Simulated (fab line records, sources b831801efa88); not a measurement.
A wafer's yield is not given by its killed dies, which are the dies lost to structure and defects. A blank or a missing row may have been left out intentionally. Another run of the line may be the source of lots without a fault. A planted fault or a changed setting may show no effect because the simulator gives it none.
Which of the tools did it?    flow gf180mcu    13 lots, 39 wafers sampled, at 5 steps of a route of 602

## WHAT THE GAUGES SHOWED, per wafer
GF_NSD_CD_MEAS_07 targets a cd of 400 nm. Usual: cd_nm at 401.2 nm, with a standard deviation of 2.7.
lot   measured      on         cd_nm (nm)         flag
L183  day 13 08:40  cd_sem-02  401.0 400.5 401.5  
L184  day 14 01:40  cd_sem-01  401.9 399.9 401.7  
L185  day 14 08:17  cd_sem-02  400.7 399.2 400.7  
L187  day 15 03:16  cd_sem-02  398.0 398.0 397.5  
L190  day 15 23:26  cd_sem-01  402.6 404.5 404.8  
L192  day 16 15:04  cd_sem-01  399.0 400.3 401.4  
L193  day 17 04:55  cd_sem-01  395.8 396.1 396.0  
L194  day 17 07:49  cd_sem-01  288.7 289.5 288.9  OFF
L196  day 18 03:14  cd_sem-01  400.5 399.1 399.3  
L197  day 18 09:05  cd_sem-01  298.6 291.5 294.6  OFF
L204  day 20 22:35  cd_sem-02  409.1 403.8 407.3  
L205  day 21 03:26  cd_sem-01  398.0 400.2 398.4  
L206  day 21 11:52  cd_sem-01  403.2 400.2 401.7  

GF_V2_THK_MEAS_03. Usual: V2_CVD_02_THK gives 849 nm (standard deviation 11).
lot   measured      on             V2_CVD_02_THK (nm)  flag
L183  day 19 05:14  film_metro-01  849 863 878         
L184  day 20 03:56  film_metro-03  854 847 861         
L185  day 20 11:49  film_metro-04  842 853 855         
L187  day 21 08:15  film_metro-01  843 851 852         
L190  day 22 06:59  film_metro-03  853 837 858         
L192  day 22 23:58  film_metro-03  857 845 855         
L193  day 23 12:23  film_metro-04  845 848 865         
L194  day 23 15:51  film_metro-04  828 858 850         
L196  day 24 09:44  film_metro-01  818 838 858         
L197  day 24 15:57  film_metro-04  832 847 852         
L204  day 26 21:57  film_metro-03  849 861 867         
L205  day 27 01:50  film_metro-01  855 864 860         
L206  day 27 08:35  film_metro-03  837 833 841         

GF_M4_CD_MEAS_14 targets a cd of 280 nm. Usual: cd_nm at 280.3 nm, with a standard deviation of 1.2.
lot   measured      on         cd_nm (nm)         flag
L183  day 23 09:49  cd_sem-01  279.1 278.4 279.3  
L184  day 24 08:01  cd_sem-02  280.1 280.4 279.0  
L185  day 24 13:26  cd_sem-01  279.6 280.5 281.0  
L187  day 25 08:58  cd_sem-02  280.2 281.5 280.3  
L190  day 26 06:48  cd_sem-01  281.7 281.7 281.6  
L192  day 26 20:29  cd_sem-02  280.3 280.1 280.7  
L193  day 27 07:13  cd_sem-01  280.3 281.7 280.2  
L194  day 27 11:20  cd_sem-02  280.6 281.0 281.2  
L196  day 28 03:20  cd_sem-02  278.8 279.8 278.3  
L197  day 28 09:32  cd_sem-01  282.3 282.9 281.7  
L204  day 30 09:51  cd_sem-01  279.2 279.3 279.7  
L205  day 30 12:11  cd_sem-02  281.1 281.3 280.7  
L206  day 30 18:49  cd_sem-01  280.7 279.1 279.3  

## EACH LOT AND THE TOOL THAT RAN IT (in order: tool; ch and the chambers of the sampled wafers; start)
lot   GF_NSD_DEVELOP_06                  GF_M1_SPUTTER_03
L183  litho_track-02 ch 0, day 13 08:31  pvd_sputter-01, day 16 03:47
L184  litho_track-02 ch 0, day 14 01:31  pvd_sputter-04, day 17 00:31
L185  litho_track-02 ch 0, day 14 08:08  pvd_sputter-01, day 17 06:18
L187  litho_track-04 ch 0, day 15 03:07  pvd_sputter-04, day 18 02:55
L190  litho_track-03 ch 0, day 15 23:17  pvd_sputter-01, day 19 01:50
L192  litho_track-03 ch 0, day 16 14:55  pvd_sputter-01, day 19 20:05
L193  litho_track-03 ch 0, day 17 04:46  pvd_sputter-04, day 20 08:03
L194  litho_track-03 ch 0, day 17 07:40  pvd_sputter-01, day 20 12:03
L196  litho_track-04 ch 0, day 18 03:06  pvd_sputter-04, day 21 08:17
L197  litho_track-03 ch 0, day 18 08:56  pvd_sputter-01, day 21 14:36
L204  litho_track-03 ch 0, day 20 22:26  pvd_sputter-02, day 24 02:03
L205  litho_track-02 ch 0, day 21 03:17  pvd_sputter-04, day 24 05:02
L206  litho_track-03 ch 0, day 21 11:43  pvd_sputter-04, day 24 13:35
- GF_NSD_DEVELOP_06: develop time 60 s.
- GF_M1_SPUTTER_03: material Ti, target thk 10 nm, time 6.7 s.

## WHAT THE TOOLS THEMSELVES READ (means of the sampled wafers that have a number; where no wafer has one, the mark that the record gives instead)
GF_NSD_DEVELOP_06. Usual: developer_temp_C at 23.01 C, with a standard deviation of 0.1.
lot   tool            developer_temp_C (C)  flag
L183  litho_track-02  22.94                 
L184  litho_track-02  22.79                 
L185  litho_track-02  23.05                 
L187  litho_track-04  23.04                 
L190  litho_track-03  22.94                 
L192  litho_track-03  22.90                 
L193  litho_track-03  22.91                 
L194  litho_track-03  22.97                 
L196  litho_track-04  23.07                 
L197  litho_track-03  23.01                 
L204  litho_track-03  23.17                 
L205  litho_track-02  23.00                 
L206  litho_track-03  22.98                 

GF_M1_SPUTTER_03. Usual: cathode_dc_power_W 2999.9 W, standard deviation 0.48; chamber_pressure_pa 0.2999 Pa, standard deviation 0.00062; substrate_temp_c 299.98 C, standard deviation 0.18; throttle_valve_pct 29.6 %, standard deviation 1.1.
lot   tool            cathode_dc_power_W (W)  chamber_pressure_pa (Pa)  substrate_temp_c (C)  throttle_valve_pct (%)  flag
L183  pvd_sputter-01  3000.0                  0.2998                    300.13                30.0                    
L184  pvd_sputter-04  2999.8                  0.2996                    299.77                28.5                    
L185  pvd_sputter-01  2999.7                  0.2995                    299.84                30.2                    
L187  pvd_sputter-04  2999.7                  0.2996                    299.98                29.0                    
L190  pvd_sputter-01  3000.6                  0.2997                    300.21                30.2                    
L192  pvd_sputter-01  2999.8                  0.3000                    300.13                30.2                    
L193  pvd_sputter-04  2999.8                  0.2997                    299.81                28.8                    
L194  pvd_sputter-01  3000.3                  0.3000                    299.72                30.2                    
L196  pvd_sputter-04  2999.4                  0.2999                    299.98                30.4                    
L197  pvd_sputter-01  2999.9                  0.3000                    300.15                30.1                    
L204  pvd_sputter-02  3000.4                  0.2997                    299.98                29.3                    
L205  pvd_sputter-04  3000.1                  0.3003                    299.87                28.9                    
L206  pvd_sputter-04  3000.5                  0.3001                    299.98                29.4                    

## THE ANSWER, worked out from the rows above alone
Rule: a lot is off if the mean of its wafers that have a number lies more than 3 standard deviations from the usual mean. Also off: a lot with no number at a reading for which 4 or more lots have one. Where the step has rows for the other lots, those lots are counted as sound. First the gauges in route order, then the tools' own readings, where a lot's mean is used as printed above. At the first step where some lot is off, the reading lying furthest off is the one used; lots without a number count as furthest.
Off: L194, L197 (GF_NSD_CD_MEAS_07, cd_nm).
A tool fits if, at a process step before that reading, it ran every lot that is off, and no sound lot after the first of them. Gauges at GF_NSD_CD_MEAS_07: tried the same way as those tools. No candidate that was tried fits.

## WHAT HAD BEEN PUT IN BY THE SIMULATOR
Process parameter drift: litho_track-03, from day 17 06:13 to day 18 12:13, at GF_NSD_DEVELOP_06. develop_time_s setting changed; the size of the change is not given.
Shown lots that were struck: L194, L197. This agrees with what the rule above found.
